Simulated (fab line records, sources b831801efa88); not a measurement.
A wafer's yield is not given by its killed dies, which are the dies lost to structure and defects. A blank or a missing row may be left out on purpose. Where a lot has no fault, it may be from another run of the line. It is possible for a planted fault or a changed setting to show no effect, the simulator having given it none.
Which tool is to blame? :: flow gf180mcu :: Sampling: 10 lots, 30 wafers, 6 of 602 route steps

WHAT EACH GAUGE READ, for each wafer
GF_MIM_RS_MEAS_10: a four-point-probe measurement. Usual: MIM_ALCU_RS typically reads 0.1614 ohm/sq, with standard deviation 0.0019.
lot: L109
measured: day 24 17:45
on: filmMetro-01
MIM_ALCU_RS (ohm/sq): 0.1635 0.1613 0.1630
flag: 

lot: L111
measured: day 25 02:48
on: filmMetro-02
MIM_ALCU_RS (ohm/sq): 0.1586 0.1595 0.1592
flag: 

lot: L113
measured: day 25 19:25
on: filmMetro-03
MIM_ALCU_RS (ohm/sq): 0.1613 0.1609 0.1629
flag: 

lot: L120
measured: day 28 00:41
on: filmMetro-01
MIM_ALCU_RS (ohm/sq): 0.1632 0.1642 0.2159
flag: OFF

lot: L122
measured: day 28 20:06
on: filmMetro-01
MIM_ALCU_RS (ohm/sq): 0.1613 0.2197 0.2162
flag: OFF

lot: L124
measured: day 29 09:53
on: filmMetro-03
MIM_ALCU_RS (ohm/sq): 0.1625 0.1624 0.1622
flag: 

lot: L126
measured: day 29 18:20
on: filmMetro-03
MIM_ALCU_RS (ohm/sq): 0.1646 0.1630 0.1637
flag: 

lot: L127
measured: day 29 23:23
on: filmMetro-03
MIM_ALCU_RS (ohm/sq): 0.1618 0.1622 0.1598
flag: 

lot: L130
measured: day 30 20:11
on: filmMetro-01
MIM_ALCU_RS (ohm/sq): 0.1621 0.1607 0.1598
flag: 

lot: L132
measured: day 31 09:43
on: filmMetro-03
MIM_ALCU_RS (ohm/sq): 0.1607 0.1606 0.1595
flag: 

GF_MIM_THK_MEAS_11: measures by xrf. Usual: MIM_ALCU_THK typically reads 196.2 nm, with standard deviation 2.5.
lot: L109
measured: day 24 17:51
on: filmMetro-01
MIM_ALCU_THK (nm): 194.5 197.4 194.6
flag: 

lot: L111
measured: day 25 02:54
on: filmMetro-02
MIM_ALCU_THK (nm): 199.7 198.0 198.2
flag: 

lot: L113
measured: day 25 19:32
on: filmMetro-03
MIM_ALCU_THK (nm): 195.9 196.7 195.0
flag: 

lot: L120
measured: day 28 00:49
on: filmMetro-01
MIM_ALCU_THK (nm): 194.3 193.3 149.5
flag: OFF

lot: L122
measured: day 28 20:12
on: filmMetro-01
MIM_ALCU_THK (nm): 196.7 146.4 148.7
flag: OFF

lot: L124
measured: day 29 10:00
on: filmMetro-03
MIM_ALCU_THK (nm): 194.4 194.9 194.4
flag: 

lot: L126
measured: day 29 18:28
on: filmMetro-03
MIM_ALCU_THK (nm): 191.5 193.8 191.9
flag: 

lot: L127
measured: day 29 23:31
on: filmMetro-03
MIM_ALCU_THK (nm): 194.3 194.9 198.0
flag: 

lot: L130
measured: day 30 20:19
on: filmMetro-01
MIM_ALCU_THK (nm): 195.3 195.5 198.7
flag: 

lot: L132
measured: day 31 09:49
on: filmMetro-03
MIM_ALCU_THK (nm): 198.1 198.4 199.0
flag: 

GF_M5_OVL_MEAS_08. Usual: M5_OVL typically reads 4 nm, with standard deviation 4.9.
lot: L109
measured: day 26 12:35
on: overlay-01
M5_OVL (nm): 4 1 7
flag: 

lot: L111
measured: day 26 20:56
on: overlay-01
M5_OVL (nm): 9 11 14
flag: 

lot: L113
measured: day 27 12:59
on: overlay-02
M5_OVL (nm): 0 6 0
flag: 

lot: L120
measured: day 29 16:06
on: overlay-02
M5_OVL (nm): 7 11 6
flag: 

lot: L122
measured: day 30 10:47
on: overlay-02
M5_OVL (nm): -6 5 5
flag: 

lot: L124
measured: day 30 22:58
on: overlay-02
M5_OVL (nm): 9 12 13
flag: 

lot: L126
measured: day 31 07:17
on: overlay-01
M5_OVL (nm): 7 2 2
flag: 

lot: L127
measured: day 31 11:26
on: overlay-02
M5_OVL (nm): 5 -2 -2
flag: 

lot: L130
measured: day 32 07:32
on: overlay-02
M5_OVL (nm): -2 8 6
flag: 

lot: L132
measured: day 32 20:14
on: overlay-02
M5_OVL (nm): 1 1 -4
flag: 

WHAT TOOL EACH LOT RAN ON (gives the tool, then ch and the chambers of the sampled wafers, and finally the start)
lot: L109
GF_MIM_SPUTTER_01: pvdSputter-01, day 24 17:24
GF_MIM_SPUTTER_08: pvdSputter-03, day 24 17:40
GF_MIM_METAL_ETCH_19: rieMetal-02 ch 0,1, day 25 15:28

lot: L111
GF_MIM_SPUTTER_01: pvdSputter-01, day 25 02:26
GF_MIM_SPUTTER_08: pvdSputter-03, day 25 02:42
GF_MIM_METAL_ETCH_19: rieMetal-03 ch 0,1, day 25 23:56

lot: L113
GF_MIM_SPUTTER_01: pvdSputter-02, day 25 19:06
GF_MIM_SPUTTER_08: pvdSputter-01, day 25 19:22
GF_MIM_METAL_ETCH_19: rieMetal-03 ch 0,1, day 26 15:32

lot: L120
GF_MIM_SPUTTER_01: pvdSputter-02, day 28 00:23
GF_MIM_SPUTTER_08: pvdSputter-03, day 28 00:38
GF_MIM_METAL_ETCH_19: rieMetal-04 ch 0,1, day 28 19:58

lot: L122
GF_MIM_SPUTTER_01: pvdSputter-01, day 28 19:45
GF_MIM_SPUTTER_08: pvdSputter-03, day 28 20:01
GF_MIM_METAL_ETCH_19: rieMetal-04 ch 0,1, day 29 15:04

lot: L124
GF_MIM_SPUTTER_01: pvdSputter-03, day 29 09:34
GF_MIM_SPUTTER_08: pvdSputter-01, day 29 09:50
GF_MIM_METAL_ETCH_19: rieMetal-02 ch 0,1, day 30 04:26

lot: L126
GF_MIM_SPUTTER_01: pvdSputter-03, day 29 18:02
GF_MIM_SPUTTER_08: pvdSputter-02, day 29 18:17
GF_MIM_METAL_ETCH_19: rieMetal-04 ch 0,1, day 30 12:50

lot: L127
GF_MIM_SPUTTER_01: pvdSputter-03, day 29 23:05
GF_MIM_SPUTTER_08: pvdSputter-02, day 29 23:20
GF_MIM_METAL_ETCH_19: rieMetal-03 ch 0,1, day 30 18:02

lot: L130
GF_MIM_SPUTTER_01: pvdSputter-03, day 30 19:53
GF_MIM_SPUTTER_08: pvdSputter-01, day 30 20:08
GF_MIM_METAL_ETCH_19: rieMetal-02 ch 0, day 31 14:19

lot: L132
GF_MIM_SPUTTER_01: pvdSputter-01, day 31 09:22
GF_MIM_SPUTTER_08: pvdSputter-03, day 31 09:37
GF_MIM_METAL_ETCH_19: rieMetal-03 ch 0,1, day 32 02:41
- GF_MIM_SPUTTER_01: material TiN, target thk 30 nm, time 25 s.
- GF_MIM_SPUTTER_08: material AlCu, target thk 200 nm, time 10.6 s.
- GF_MIM_METAL_ETCH_19: etches the open film in Cl2/BCl3, stops on Si3N4, target depth 324.5 nm, time 54.1 s.

WHAT THE TOOLS THEMSELVES READ (means of the sampled wafers that have a number; where no wafer has one, the mark that the record gives instead)
GF_MIM_SPUTTER_01. Usual: 30.4 % for throttleValvePct, sd 1.1.
lot: L109
tool: pvdSputter-01
throttleValvePct (%): 29.4
flag: 

lot: L111
tool: pvdSputter-01
throttleValvePct (%): 29.4
flag: 

lot: L113
tool: pvdSputter-02
throttleValvePct (%): 31.1
flag: 

lot: L120
tool: pvdSputter-02
throttleValvePct (%): 30.1
flag: 

lot: L122
tool: pvdSputter-01
throttleValvePct (%): 30.1
flag: 

lot: L124
tool: pvdSputter-03
throttleValvePct (%): 31.4
flag: 

lot: L126
tool: pvdSputter-03
throttleValvePct (%): 29.8
flag: 

lot: L127
tool: pvdSputter-03
throttleValvePct (%): 30.2
flag: 

lot: L130
tool: pvdSputter-03
throttleValvePct (%): 29.9
flag: 

lot: L132
tool: pvdSputter-01
throttleValvePct (%): 30.0
flag: 

GF_MIM_SPUTTER_08. Usual: 30.2 % for throttleValvePct, sd 1.4.
lot: L109
tool: pvdSputter-03
throttleValvePct (%): 28.7
flag: 

lot: L111
tool: pvdSputter-03
throttleValvePct (%): 29.5
flag: 

lot: L113
tool: pvdSputter-01
throttleValvePct (%): 29.8
flag: 

lot: L120
tool: pvdSputter-03
throttleValvePct (%): 28.9
flag: 

lot: L122
tool: pvdSputter-03
throttleValvePct (%): 30.0
flag: 

lot: L124
tool: pvdSputter-01
throttleValvePct (%): 30.1
flag: 

lot: L126
tool: pvdSputter-02
throttleValvePct (%): 30.7
flag: 

lot: L127
tool: pvdSputter-02
throttleValvePct (%): 31.4
flag: 

lot: L130
tool: pvdSputter-01
throttleValvePct (%): 29.9
flag: 

lot: L132
tool: pvdSputter-03
throttleValvePct (%): 30.7
flag: 

GF_MIM_METAL_ETCH_19. Usual: drypumpMotorCurrentA 5.68 A, standard deviation 0.23; oesProductAu 0.938 a.u., standard deviation 0.0061; rfFwdPowerW 792 W, standard deviation 3.2; throttleValvePct 28.288 %, standard deviation 0.0096.
lot: L109
tool: rieMetal-02
drypumpMotorCurrentA (A): 5.70
oesProductAu (a.u.): 0.936
rfFwdPowerW (W): 793
throttleValvePct (%): 28.290
flag: 

lot: L111
tool: rieMetal-03
drypumpMotorCurrentA (A): 5.53
oesProductAu (a.u.): 0.946
rfFwdPowerW (W): 790
throttleValvePct (%): 28.277
flag: 

lot: L113
tool: rieMetal-03
drypumpMotorCurrentA (A): 5.60
oesProductAu (a.u.): 0.935
rfFwdPowerW (W): 789
throttleValvePct (%): 28.285
flag: 

lot: L120
tool: rieMetal-04
drypumpMotorCurrentA (A): 5.67
oesProductAu (a.u.): 0.910
rfFwdPowerW (W): 793
throttleValvePct (%): 28.319
flag: OFF

lot: L122
tool: rieMetal-04
drypumpMotorCurrentA (A): 5.92
oesProductAu (a.u.): 0.874
rfFwdPowerW (W): 793
throttleValvePct (%): 28.363
flag: OFF

lot: L124
tool: rieMetal-02
drypumpMotorCurrentA (A): 5.72
oesProductAu (a.u.): 0.937
rfFwdPowerW (W): 792
throttleValvePct (%): 28.287
flag: 

lot: L126
tool: rieMetal-04
drypumpMotorCurrentA (A): 5.68
oesProductAu (a.u.): 0.933
rfFwdPowerW (W): 792
throttleValvePct (%): 28.291
flag: 

lot: L127
tool: rieMetal-03
drypumpMotorCurrentA (A): 5.60
oesProductAu (a.u.): 0.936
rfFwdPowerW (W): 791
throttleValvePct (%): 28.286
flag: 

lot: L130
tool: rieMetal-02
drypumpMotorCurrentA (A): 5.66
oesProductAu (a.u.): 0.936
rfFwdPowerW (W): 794
throttleValvePct (%): 28.287
flag: 

lot: L132
tool: rieMetal-03
drypumpMotorCurrentA (A): 5.56
oesProductAu (a.u.): 0.937
rfFwdPowerW (W): 791
throttleValvePct (%): 28.289
flag: 

THE ANSWER, worked out from the rows above alone
Rule: a lot is off if the mean of its wafers that have a number lies more than 3 standard deviations from the usual mean. Also off: a lot with no number at a reading for which 4 or more lots have one. Any other lot the step has rows for is counted as sound. The gauges are gone through in route order, then the tools' own readings, and for those a lot's mean is taken as printed above. At the first step where some lot is off, the reading lying furthest off is the one used; lots without a number count as furthest.
Off: L120, L122, seen at GF_MIM_RS_MEAS_10 (MIM_ALCU_RS).
A tool fits if, at a process step before that reading, it ran every lot that is off, and no sound lot after the first of them. The gauges at GF_MIM_RS_MEAS_10 aren't tried: what is off there is off at GF_MIM_METAL_ETCH_19 too, on other tools, and a gauge's error can't cause that. Not one of the candidates tried fits.

WHAT HAD BEEN PUT IN BY THE SIMULATOR
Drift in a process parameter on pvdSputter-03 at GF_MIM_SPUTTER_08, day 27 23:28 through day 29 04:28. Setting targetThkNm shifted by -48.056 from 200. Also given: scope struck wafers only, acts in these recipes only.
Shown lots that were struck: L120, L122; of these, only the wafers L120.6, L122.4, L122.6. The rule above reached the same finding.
